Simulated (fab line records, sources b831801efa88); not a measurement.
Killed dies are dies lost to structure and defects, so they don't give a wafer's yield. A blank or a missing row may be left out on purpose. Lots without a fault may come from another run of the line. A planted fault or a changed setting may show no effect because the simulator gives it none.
A struck lot beside a sound one | flow sky130 | 25 steps out of a route of 708
Sound: wafers L466.2, L466.4, L466.6. Struck: wafers L470.2, L470.3, L470.4. The cause comes at the end.
At each step with rows: each side's tool, then ch and its chambers, then its first start. Under that, the readings that differ: sound wafers | struck wafers | difference of the means | sigmas: that difference in standard deviations of wafers without a fault.
alike: readings whose means differ by less than 2 such deviations, and words and numbers that are the same on both sides. not compared: withheld readings, readings that some wafer has no value for, bounds like >300 that may hide the same value, and numbers for which the record gives no deviation and whose values overlap.
The two part at a step that has a row with sigmas, a row that says differs or no value, or rows on one side only. Numbers that don't overlap but have no deviation are shown without sigmas and don't part them. A reading that every wafer of one side lacks parts them only if that side has two wafers or more.

first, 3 steps without rows for these wafers: SKY_LOCAL_INTERCONNECT_STRIP_16 (strips in post etch residue remover, time 1200 s); SKY_LOCAL_INTERCONNECT_CLEAN_17 (cleans in IPA, time 180 s); SKY_LOCAL_INTERCONNECT_CLEAN_18 (cleans in O3/DIW).
SKY_CONTACT_CVD_00: deposits Si3N4, target thk 75 nm.
  sound on pecvd-04 ch 0,1, day 32 00:23; struck on pecvd-02 ch 1,2, day 33 09:10
  alike: heater_power_w
SKY_CONTACT_THK_MEAS_01:
  sound on film_metro-01, day 32 00:25; struck on film_metro-03, day 33 09:13
  alike: CONTACT_CVD_00_THK
then, 1 step without rows for these wafers: SKY_CONTACT_HDPCVD_02 (deposits SiO2, target thk 565 nm, time 94.2 s).
SKY_CONTACT_THK_MEAS_03:
  sound on film_metro-03, day 32 00:33; struck on film_metro-03, day 33 09:20
  alike: CONTACT_HDPCVD_THK
SKY_CONTACT_CMP_04: polishes SiO2.
  sound on cmp-01 ch 0,1,3, day 32 00:39; struck on cmp-02 ch 1,2,3, day 33 09:26
  alike: motor_current_A, time_to_endpoint_s
SKY_CONTACT_BOW_MEAS_05:
  sound on film_metro-02, day 32 00:55; struck on film_metro-02, day 33 09:43
  alike: CONTACT_BOW
then, 3 steps without rows for these wafers: SKY_CONTACT_DEHYDRATE_06 (time 60 s); SKY_CONTACT_HMDS_07 (prime time 57.17 s); SKY_CONTACT_COAT_08 (resist thk 60 nm).
SKY_CONTACT_COAT_09: resist thk 450 nm.
  sound on litho_track-04 ch 0, day 32 13:00; struck on litho_track-03 ch 0, day 33 22:00
  reading                                        | sound           | struck            | difference | sigmas
  model.KrF-thick_of_CONTACT_COAT_09.thk_nm (nm) | 450.4 450.6 450 | 469.8 469.2 468.6 | +18.9      |
  alike: exhaust_pa
then, 4 steps without rows for these wafers: SKY_CONTACT_SOFTBAKE_10 (time 90 s); SKY_CONTACT_EXPOSE_11 (exposes mask CTM1, target cd 170 nm); SKY_CONTACT_PEB_12; SKY_CONTACT_DEVELOP_13 (develop time 60 s).
SKY_CONTACT_CD_MEAS_14: target cd 170 nm.
  sound on cd_sem-02, day 33 04:05; struck on cd_sem-01, day 34 12:22
  reading    | sound             | struck            | difference | sigmas
  cd_nm (nm) | 171.7 172.3 172.3 | 168.2 168.4 168.7 | -3.7       | -2
SKY_CONTACT_OVL_MEAS_15:
  sound on overlay-02, day 33 04:12; struck on overlay-01, day 34 12:28
  alike: CONTACT_OVL
SKY_CONTACT_ETCH_16: etches BARC in N2/H2, stops on SiO2, time 45.9 s, target depth 60 nm.
  sound on rie_diel-01 ch 0,3, day 33 04:14; struck on rie_diel-01 ch 0,1,3, day 34 12:30
  alike: bias_w, drypump_motor_current_A, oes_product_au, throttle_valve_pct
  not compared: rf_hours_counter_h
SKY_CONTACT_ETCH_17: etches SiO2 in C4F8/O2/Ar, stops on Si3N4, target depth 340 nm.
  sound on rie_diel-01 ch 0,3, day 33 04:16; struck on rie_diel-01 ch 0,1,3, day 34 12:32
  alike: bias_w, oes_product_au
SKY_CONTACT_ETCH_18: etches Si3N4 in CHF3/O2, stops on TiN, time 39 s, target depth 75 nm.
  sound on rie_diel-01 ch 0,3; struck on rie_diel-01 ch 0,1,3
  reading                                        | sound             | struck          | difference | sigmas
  model.KrF-thick_of_CONTACT_COAT_09.thk_nm (nm) | 246.3 245.4 244.7 | 265.1 264 262.5 | +18.4      |
  alike: bias_w, drypump_motor_current_A, oes_product_au, throttle_valve_pct
  not compared: rf_hours_counter_h
SKY_CONTACT_STRIP_19: strips in O2/N2.
  sound on plasma_asher-04 ch 0, day 33 04:22; struck on plasma_asher-04 ch 0,1, day 34 12:38
  reading                      | sound             | struck            | difference | sigmas
  strip_time_to_endpoint_s (s) | 3.642 3.643 3.641 | 3.855 3.836 3.818 | +0.194     | +7
  alike: drypump_motor_current_A, oes_product_au
  not compared: rf_hours_counter_h
then, 2 steps without rows for these wafers: SKY_CONTACT_STRIP_20 (strips in post etch residue remover, time 1200 s); SKY_PAD_OPEN_PROBE_99.

WHERE THEY PART
First at SKY_CONTACT_CD_MEAS_14; last, within this record, at SKY_CONTACT_STRIP_19.

WHY: what the simulator had put in
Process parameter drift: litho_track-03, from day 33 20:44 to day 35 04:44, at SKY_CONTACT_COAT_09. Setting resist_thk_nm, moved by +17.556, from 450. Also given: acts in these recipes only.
